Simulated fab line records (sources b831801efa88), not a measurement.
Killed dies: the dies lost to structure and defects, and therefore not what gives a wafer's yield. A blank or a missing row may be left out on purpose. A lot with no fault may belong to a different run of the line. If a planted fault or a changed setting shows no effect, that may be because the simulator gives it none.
fab line records	flow sky130
record: lots: 4	wafers: 12	last_day: 50
route steps=708 shown LDD_HVP@279 LDD_LDN@289 SPACER@304 POLY_CUT@307 SD_P@320 RES_XHIGH@341 PAD_OPEN@708
lots untouched by any fault: they come from a run of this same line in which no faults occurred
start_h: hours from the record's opening day to when the first of the lot's shown wafers began	wait_h: how many hours have passed since the lot's step before this one	" repeats the value in the row above	L1.1+2: a single row standing in for several wafers	- no value, or no start given	* or withheld: withheld	< > ~ a bound
route shown NAME@n: names a module that has steps shown in the file, with the first one's number in the route	usual: mean and standard deviation over wafers with no fault	same: alike in all rows	chamber/n: place in a boat	sites: per-site readings	_std_site: their standard deviation	_edge_site: inner sites' mean taken away from outer sites' mean	radius_mm: how far each site lies from the wafer's centre	mask NAME#n: copy n	behind: the last tool/chamber to shape the wafer	hold: the reason the lot was held/the length of the hold in hours/how it ended	device: names the non-switching transistor (n, p or np)	end of line: the route-end tests of the same wafers	a step with no rows: only its recipe	killed: dies that structure and defects cost at the first sort, which is not the same as the wafer's yield	map: the dies of a wafer, with x for killed, . for not killed, _ for no die there
set.NAME: the setting the step ran with; set.NAME@STEP: the setting that earlier step ran with	model.NAME: the simulator's own value behind a step, which no gauge read
certain route steps with their lots: each step a table, each wafer a row
== steps ==
step: SKY_LDD_HVP_HMDS_01
recipe: prime_time_s: 60	prime_temp_c: 120
step: SKY_LDD_HVP_COAT_02
recipe: resist: NOVOLAK	spin_rpm: 3000	resist_thk_nm: 300
step: SKY_LDD_HVP_SOFTBAKE_03
recipe: temp_c: 90	time_s: 60	resist: NOVOLAK
step: SKY_LDD_HVP_EXPOSE_04
recipe: mask_id: HVPTM	na: 0.6	source_shape: conventional	sigma_outer: 0.6	polarization: unpolarized	target_cd_nm: 700	dose_mj: 86
step: SKY_LDD_HVP_PEB_05
recipe: temp_c: withheld	time_s: *	resist: NOVOLAK
step: SKY_LDD_HVP_DEVELOP_06
recipe: resist: NOVOLAK	developer: TMAH	develop_time_s: 60	dev_temp_c: 23
step: SKY_LDD_HVP_IMPLANT_08
recipe: species: B	energy_kev: 20	dose_cm2: 1.7e+13	tilt_deg: 17.9
step: SKY_LDD_HVP_STRIP_09
recipe: chemistry: O2/N2	power_w: 1400	pressure_mtorr: 1500	platen_temp_c: withheld	o2_flow_sccm: 3000	n2_flow_sccm: 300	overash_fraction: 0.5
step: SKY_LDD_LDN_DEHYDRATE_00
recipe: temp_c: 200	time_s: 60
step: SKY_LDD_LDN_HMDS_01
recipe: prime_time_s: 60	prime_temp_c: 120
step: SKY_LDD_LDN_COAT_02
recipe: resist: NOVOLAK	spin_rpm: 3000	resist_thk_nm: 1140
usual: chill_plate_temp_C: 22.96/0.12	dispense_pressure_kPa: 49.7/1.6
lot.wafer	tool	chamber	start_h	wait_h	chill_plate_temp_C	dispense_pressure_kPa
L570.1	litho_track-04	-	580.03	0.1	-	-
L570.2	"	-	"	"	-	-
L570.3	"	-	"	"	-	-
L572.2	litho_track-03	-	583.39	0.1	-	-
L572.4	"	-	"	"	-	-
L572.5	"	-	"	"	-	-
L584.2	litho_track-02	0	659.57	0.1	23.03	51.7
L584.4	"	0	"	"	23.08	51.7
L584.5	"	0	"	"	23.00	51.7
L588.2	litho_track-04	0	690.95	0.1	22.94	48.6
L588.3	"	0	"	"	22.99	48.5
L588.5	"	0	"	"	23.00	48.5
step: SKY_LDD_LDN_SOFTBAKE_03
recipe: temp_c: 90	time_s: 60	resist: NOVOLAK
step: SKY_LDD_LDN_EXPOSE_04
recipe: mask_id: LDNTM	na: 0.6	source_shape: conventional	sigma_outer: 0.6	polarization: unpolarized	target_cd_nm: 700	dose_mj: 140
step: SKY_LDD_LDN_PEB_05
recipe: temp_c: withheld	time_s: *	resist: NOVOLAK
step: SKY_LDD_LDN_DEVELOP_06
recipe: resist: NOVOLAK	developer: TMAH	develop_time_s: 60	dev_temp_c: 23
step: SKY_LDD_LDN_OVL_MEAS_07
usual: LDD_LDN_OVL: 0.0/1.3
lot.wafer	tool	chamber	start_h	wait_h	LDD_LDN_OVL[nm]
L570.1	overlay-02	-	595.03	0.1	-
L570.2	"	-	"	"	-
L570.3	"	-	"	"	-
L572.2	overlay-01	-	598.22	0.1	-
L572.4	"	-	"	"	-
L572.5	"	-	"	"	-
L584.2	overlay-01	-	674.34	0.1	-1.4
L584.4	"	-	"	"	0.2
L584.5	"	-	"	"	0.0
L588.2	overlay-01	-	704.97	0.1	-2.4
L588.3	"	-	"	"	-1.2
L588.5	"	-	"	"	-1.3
step: SKY_LDD_LDN_IMPLANT_08
recipe: species: As	energy_kev: 15	dose_cm2: 1.25e+13	tilt_deg: withheld	rotation_deg: 23
step: SKY_LDD_LDN_IMPLANT_09
recipe: species: As	energy_kev: 15.09	dose_cm2: 1.25e+13	tilt_deg: withheld	rotation_deg: 113
step: SKY_LDD_LDN_IMPLANT_10
recipe: species: As	energy_kev: 15	dose_cm2: 1.25e+13	tilt_deg: withheld	rotation_deg: 203
step: SKY_LDD_LDN_IMPLANT_11
recipe: species: As	energy_kev: 15	dose_cm2: 1.25e+13	tilt_deg: withheld	rotation_deg: 293
step: SKY_LDD_LDN_STRIP_12
recipe: chemistry: O2/N2	power_w: 1400	pressure_mtorr: 1500	platen_temp_c: withheld	o2_flow_sccm: 3000	n2_flow_sccm: 300	overash_fraction: 0.5
step: SKY_LDD_LDN_CLEAN_14
recipe: chemistry: SC1/SC2	mix: 1:4:20	temp_c: 70	time_s: 150	dry: n2_spin
step: SKY_SPACER_CVD_00
recipe: material: Si3N4	precursor: DCS/NH3	target_thk_nm: 43.1	temp_c: 770	time_s: 740	pressure_mtorr: 250
step: SKY_SPACER_ETCHBACK_02
recipe: chemistry: CH3F/O2	target: Si3N4	stop_on: SiO2	source_w: 400	bias_w: 80	pressure_mtorr: 25	ch3f_flow_sccm: 40	O2_flow_sccm: 30	time_s: 46.7	target_depth_a: 450
step: SKY_POLY_CUT_DEHYDRATE_00
recipe: temp_c: 200	time_s: 60
step: SKY_POLY_CUT_HMDS_01
recipe: prime_time_s: 60	prime_temp_c: 120
step: SKY_POLY_CUT_COAT_02
recipe: resist: BARC	temp_c: withheld	time_s: withheld	spin_rpm: 3000	resist_thk_nm: 59.48
step: SKY_POLY_CUT_COAT_03
recipe: resist: KrF-thick	spin_rpm: 3000	resist_thk_nm: 450
step: SKY_POLY_CUT_SOFTBAKE_04
recipe: temp_c: 100	time_s: 90	resist: KrF-thick
step: SKY_POLY_CUT_EXPOSE_05
recipe: mask_id: NPCM	na: 0.8	source_shape: annular	sigma_inner: 0.55	sigma_outer: 0.85	target_cd_nm: 270	dose_mj: 32
step: SKY_POLY_CUT_PEB_06
recipe: peb_temp_c: withheld	peb_time_s: withheld	resist: KrF-thick
step: SKY_POLY_CUT_DEVELOP_07
recipe: develop_time_s: 60	resist: KrF-thick	dev_temp_c: 21
step: SKY_POLY_CUT_ETCH_10
recipe: chemistry: N2/H2	target: BARC	ion_energy_ev: 200	source_w: 500	bias_w: 100	pressure_mtorr: 30	n2_flow_sccm: 100	h2_flow_sccm: 200	stop_on: SiO2	time_s: 45.9	target_depth_a: 600
step: SKY_POLY_CUT_ETCH_11
recipe: target: Si3N4	chemistry: CF4/CH2F2/Ar	stop_on: poly-Si	source_w: 600	bias_w: 150	pressure_mtorr: 40	cf4_flow_sccm: 40	ch2f2_flow_sccm: 20	Ar_flow_sccm: 150	time_s: 42.5	target_depth_a: 600
step: SKY_POLY_CUT_STRIP_12
recipe: chemistry: O2/N2	power_w: 1400	pressure_mtorr: 1500	platen_temp_c: withheld	o2_flow_sccm: 3000	n2_flow_sccm: 300	overash_fraction: 0.5
step: SKY_SD_P_DEHYDRATE_00
recipe: temp_c: 200	time_s: 60
step: SKY_RES_XHIGH_TW_MEAS_09
usual: RES_XHIGH_TW: 1654/15
lot.wafer	tool	chamber	start_h	wait_h	RES_XHIGH_TW
L570.1	film_metro-02	-	684.49	0.1	1934
L570.2	"	-	"	"	1922
L570.3	"	-	"	"	1930
L572.2	film_metro-04	-	687.15	0.1	1952
L572.4	"	-	"	"	1955
L572.5	"	-	"	"	1957
L584.2	film_metro-04	-	760.03	0.1	1669
L584.4	"	-	"	"	1670
L584.5	"	-	"	"	1675
L588.2	film_metro-02	-	791.35	0.1	1662
L588.3	"	-	"	"	1653
L588.5	"	-	"	"	1654
step: SKY_PAD_OPEN_PROBE_99
usual: killed_at_M0_to_M3: 44/7.2	killed_at_M4_up: 3.2/1.8	killed_at_contacts: 24/5.4	killed_at_front_end: 15/4	killed_at_other: 0.3/0.56	killed_dies: 87/9.2	killed_on_rim: 17/4	killed_open: 47/7.3	killed_short: 39/5.7
same: gross_dies: 492	killed_at_back_side: 0
lot.wafer	tool	chamber	start_h	wait_h	killed_at_M0_to_M3	killed_at_M4_up	killed_at_contacts	killed_at_front_end	killed_at_other	killed_dies	killed_on_rim	killed_open	killed_short	model.etest.pfet_01v8.r_on_ohm_um	model.etest.tip_p_5v.rs_ohm_sq	model.etest.tip_n_5v.rs_ohm_sq	model.etest.pfet_g5v0d10v5.r_on_ohm_um	model.etest.pfet_01v8.drive_ua_um	model.etest.tip_p_5v.rs_ohm_sq_range	model.etest.pfet_01v8_hvt.drive_ua_um	model.etest.sram_pfet_latch.drive_ua_um
L570.1	prober-01	-	1121.91	0.1	59	2	19	412	0	492	96	57	34	8121	7522	974	4733	65.74	178	42.96	44.72
L570.2	prober-01	-	1121.96	0.1	67	2	23	400	0	492	96	63	40	7355	7499	965.8	4740	73.31	203.3	48.78	51.23
L570.3	prober-01	-	1122.01	0.2	48	0	26	417	1	492	96	44	43	7169	7594	961.7	4736	75.38	154	51.56	52.16
L572.2	prober-02	-	1125.93	0.1	38	2	24	427	1	492	96	46	31	7601	7700	974.4	4787	70.69	151	47.22	47.32
L572.4	prober-02	-	1126.03	0.2	36	4	22	429	1	492	96	43	37	7937	7544	976	4778	67.01	172.6	44.31	46.74
L572.5	prober-02	-	1126.08	0.2	53	3	21	414	1	492	96	53	46	7892	7596	982.3	4886	66.65	271.3	44.98	46.42
L584.2	prober-02	-	1173.82	0.1	48	2	25	12	0	87	15	53	34	2900	2789	1368	4531	196.3	91.2	144.3	141.7
L584.4	prober-02	-	1173.92	0.2	41	1	19	18	0	79	19	40	39	2840	2822	1360	4484	196.7	45.48	147.4	141
L584.5	prober-02	-	1173.97	0.2	50	3	27	10	0	90	19	46	44	2918	2796	1381	4595	192.7	102	142.3	139.3
L588.2	prober-02	-	1191.69	0.1	29	2	20	14	1	66	11	36	30	2916	2876	1350	4599	191.5	87.18	142.2	143.4
L588.3	prober-02	-	1191.74	0.2	40	7	21	17	0	85	15	35	50	2976	2868	1354	4615	186.3	112.6	136.5	130.5
L588.5	prober-02	-	1191.84	0.2	44	0	25	17	0	86	18	50	36	2943	2862	1359	4592	188.4	76.21	139.8	136.3
killed by level:class
L570.1 LDD_LDN:area_expose=401 VIA1:geometric_particle:open=16 VIA3:geometric_particle:open=8 LI_CONTACT:geometric_particle:open=8 CONTACT:geometric_particle:open=8 VIA1:geometric_particle:short=5 METAL1:geometric_particle:short=5 METAL2:geometric_particle:short=5
L570.2 LDD_LDN:area_expose=388 VIA1:geometric_particle:open=24 CONTACT:geometric_particle:open=9 LI_CONTACT:geometric_particle:open=7 VIA2:geometric_particle:open=7 VIA1:geometric_particle:short=7 METAL1:geometric_particle:short=6 VIA3:geometric_particle:short=6
L570.3 LDD_LDN:area_expose=404 VIA1:geometric_particle:open=13 CONTACT:geometric_particle:open=9 POLY_GATE:geometric_particle:short=7 VIA1:geometric_particle:short=7 LI_CONTACT:geometric_particle:open=6 VIA2:geometric_particle:open=6 CONTACT:geometric_particle:short=5
L572.2 LDD_LDN:area_expose=415 VIA1:geometric_particle:open=13 CONTACT:geometric_particle:open=11 VIA1:geometric_particle:short=7 LI_CONTACT:geometric_particle:open=5 FIELD_ISO:geometric_particle:open=4 VIA3:geometric_particle:open=4 METAL1:geometric_particle:short=4
L572.4 LDD_LDN:area_expose=412 VIA3:geometric_particle:open=11 VIA1:geometric_particle:open=9 LOCAL_INTERCONNECT:geometric_particle:short=6 CONTACT:geometric_particle:open=5 METAL1:geometric_particle:short=5 FIELD_ISO:geometric_particle:open=4 CONTACT:geometric_particle:short=4
L572.5 LDD_LDN:area_expose=393 VIA1:geometric_particle:open=11 VIA3:geometric_particle:open=10 LI_CONTACT:geometric_particle:open=8 FIELD_ISO:geometric_particle:open=7 VIA2:geometric_particle:open=7 CONTACT:geometric_particle:short=6 VIA3:geometric_particle:short=6
L584.2 VIA1:geometric_particle:open=14 CONTACT:geometric_particle:open=10 FIELD_ISO:geometric_particle:open=6 CONTACT:geometric_particle:short=6 VIA1:geometric_particle:short=6 VIA3:geometric_particle:open=6 LI_CONTACT:geometric_particle:open=5 VIA2:geometric_particle:open=5
L584.4 VIA1:geometric_particle:short=8 CONTACT:geometric_particle:open=8 VIA2:geometric_particle:open=7 CONTACT:geometric_particle:short=6 POLY_GATE:geometric_particle:open=5 VIA1:geometric_particle:open=5 METAL2:geometric_particle:short=5 VIA3:geometric_particle:open=5
L584.5 VIA2:geometric_particle:open=11 VIA1:geometric_particle:open=9 CONTACT:geometric_particle:short=7 VIA3:geometric_particle:open=7 LOCAL_INTERCONNECT:geometric_particle:short=6 CONTACT:geometric_particle:open=6 METAL1:geometric_particle:short=5 LI_CONTACT:geometric_particle:open=4
L588.2 CONTACT:geometric_particle:open=7 LI_CONTACT:geometric_particle:open=6 VIA1:geometric_particle:open=6 VIA2:geometric_particle:open=5 CONTACT:geometric_particle:short=4 METAL3:geometric_particle:short=4 FIELD_ISO:geometric_particle:short=3 POLY_GATE:geometric_particle:open=3
L588.3 CONTACT:geometric_particle:open=9 VIA3:geometric_particle:open=8 METAL1:geometric_particle:short=7 VIA1:geometric_particle:short=7 LOCAL_INTERCONNECT:geometric_particle:short=6 METAL4:geometric_particle:short=6 POLY_GATE:geometric_particle:short=5 LI_CONTACT:geometric_particle:open=4
L588.5 LI_CONTACT:geometric_particle:open=13 VIA1:geometric_particle:open=13 VIA2:geometric_particle:open=11 LOCAL_INTERCONNECT:geometric_particle:short=5 METAL3:geometric_particle:short=5 SPACER:geometric_particle:short=4 CONTACT:geometric_particle:short=4 VIA3:geometric_particle:short=4
map L570.1 (x killed, . not)
__________xxxxxxxxxx_________
________xxxxxxxxxxxxxx_______
______xxxxxxxxxxxxxxxxxx_____
_____xxxxxxxxxxxxxxxxxxxx____
____xxxxxxxxxxxxxxxxxxxxxx___
___xxxxxxxxxxxxxxxxxxxxxxxx__
__xxxxxxxxxxxxxxxxxxxxxxxxxx_
_xxxxxxxxxxxxxxxxxxxxxxxxxxxx
_xxxxxxxxxxxxxxxxxxxxxxxxxxxx
_xxxxxxxxxxxxxxxxxxxxxxxxxxxx
_xxxxxxxxxxxxxxxxxxxxxxxxxxxx
_xxxxxxxxxxxxxxxxxxxxxxxxxxxx
_xxxxxxxxxxxxxxxxxxxxxxxxxxxx
_xxxxxxxxxxxxxxxxxxxxxxxxxxxx
_xxxxxxxxxxxxxxxxxxxxxxxxxxxx
__xxxxxxxxxxxxxxxxxxxxxxxxxx_
___xxxxxxxxxxxxxxxxxxxxxxxx__
____xxxxxxxxxxxxxxxxxxxxxx___
_____xxxxxxxxxxxxxxxxxxxx____
______xxxxxxxxxxxxxxxxxx_____
________xxxxxxxxxxxxxx_______
__________xxxxxxxxxx_________
map L572.2 (x killed, . not)
__________xxxxxxxxxx_________
________xxxxxxxxxxxxxx_______
______xxxxxxxxxxxxxxxxxx_____
_____xxxxxxxxxxxxxxxxxxxx____
____xxxxxxxxxxxxxxxxxxxxxx___
___xxxxxxxxxxxxxxxxxxxxxxxx__
__xxxxxxxxxxxxxxxxxxxxxxxxxx_
_xxxxxxxxxxxxxxxxxxxxxxxxxxxx
_xxxxxxxxxxxxxxxxxxxxxxxxxxxx
_xxxxxxxxxxxxxxxxxxxxxxxxxxxx
_xxxxxxxxxxxxxxxxxxxxxxxxxxxx
_xxxxxxxxxxxxxxxxxxxxxxxxxxxx
_xxxxxxxxxxxxxxxxxxxxxxxxxxxx
_xxxxxxxxxxxxxxxxxxxxxxxxxxxx
_xxxxxxxxxxxxxxxxxxxxxxxxxxxx
__xxxxxxxxxxxxxxxxxxxxxxxxxx_
___xxxxxxxxxxxxxxxxxxxxxxxx__
____xxxxxxxxxxxxxxxxxxxxxx___
_____xxxxxxxxxxxxxxxxxxxx____
______xxxxxxxxxxxxxxxxxx_____
________xxxxxxxxxxxxxx_______
__________xxxxxxxxxx_________
== key ==
first_sign: step: SKY_LDD_LDN_COAT_02	reading: tool_record	direction: missing
effect: step: SKY_LDD_LDN_OVL_MEAS_07	reading: LDD_LDN_OVL	direction: missing
effect: step: SKY_RES_XHIGH_TW_MEAS_09	reading: RES_XHIGH_TW	direction: up	sigmas: 19	usual: 1654	struck: 1942
effect: step: SKY_PAD_OPEN_PROBE_99	reading: killed_at_front_end	direction: up	sigmas: 99+	usual: 15	struck: 416
model_effect: step: SKY_PAD_OPEN_PROBE_99	value: etest.pfet_01v8.r_on_ohm_um	without: 2919	struck: 7679
more_kills_born_at: SKY_LDD_LDN_EXPOSE_04@iline_stepper-01: 1220	SKY_LDD_LDN_EXPOSE_04@iline_stepper-02: 1193
met_at SKY_LDD_LDN_COAT_02
struck_wafers L570.1,L570.2,L570.3,L572.2,L572.4,L572.5
tester_left_out L570,L572
fault: kind: skipped_step_whole	tool: litho_track-03,litho_track-04	chamber: -	onset_h: 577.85	steps: SKY_LDD_LDN_COAT_02	scope: struck_lots_only
tester_left_out: of these lots the tester's yield and bins aren't shown, on N5 and GAA mostly nor the transistor test; their killed dies are dies lost to structure and defects alone, not to doping, threshold or leakage, so they don't give the yield
